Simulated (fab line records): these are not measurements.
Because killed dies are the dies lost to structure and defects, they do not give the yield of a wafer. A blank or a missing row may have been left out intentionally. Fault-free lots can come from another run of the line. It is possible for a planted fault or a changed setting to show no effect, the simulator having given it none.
2 desks looking at one fault || flow sfq-line || only its own numbers are on each desk; what lay behind them is given at the end

THE TOOL OWNER'S DESK: rie-diel-01
The tool's own readings at SFQ_TRILAYER_I0_VIA_BARC_OPEN_VIA_ETCH_046 (etches BARC in O2, target depth 125 nm, time 41.7 s): means of the sampled wafers that have a number, for each lot that ran on this tool. The brackets show how far a lot's mean lies from the usual mean; more than 4 standard deviations puts the lot out of limits, marked OUT.
Columns: A = drypump-motor-current-A at SFQ_TRILAYER_I0_VIA_BARC_OPEN_VIA_ETCH_046, usual 6.0 A; B = oes-product-au at SFQ_TRILAYER_I0_VIA_BARC_OPEN_VIA_ETCH_046, usual 0.684 a.u.
{"lot": "L348", "first seen here": "day 18 17:54", "A": 6.1, "B": 0.684}
{"lot": "L354", "first seen here": "day 23 08:19", "A": 6.3, "B": 0.686}
{"lot": "L365", "first seen here": "day 27 16:52", "A": 6.2, "B": 0.685}
{"lot": "L366", "first seen here": "day 28 07:16", "A": 6.2, "B": 0.684}
This desk's verdict: no lot among the 4 shows anything out of limits.

THE METROLOGY DESK
Means of the sampled wafers that have a number, per lot and without regard to the tool the lot ran on: this is what the gauges read. The brackets show how far a lot's mean lies from the usual mean; more than 4 standard deviations puts the lot out of limits, marked OUT.
Columns: A = I0_BOW at SFQ_I0_BOW_MEAS_907, usual -1 um; B = I0_OVL at SFQ_I0_OVL_MEAS_908, usual 2 nm
{"lot": "L345", "first seen here": "day 12 11:37", "A": -9, "B": 0}
{"lot": "L348", "first seen here": "day 13 19:25", "A": -3, "B": 6}
{"lot": "L354", "first seen here": "day 16 15:43", "A": -4, "B": 4}
{"lot": "L365", "first seen here": "day 20 22:49", "A": 1, "B": 3}
{"lot": "L366", "first seen here": "day 21 11:46", "A": -1, "B": 3}
This desk's verdict: no lot among the 5 shows anything out of limits.

PUT TOGETHER
The tool owner's desk saw nothing out of limits.
From the metrology desk's view, nothing was out of limits.

WHAT THE SIMULATOR HAD INSERTED
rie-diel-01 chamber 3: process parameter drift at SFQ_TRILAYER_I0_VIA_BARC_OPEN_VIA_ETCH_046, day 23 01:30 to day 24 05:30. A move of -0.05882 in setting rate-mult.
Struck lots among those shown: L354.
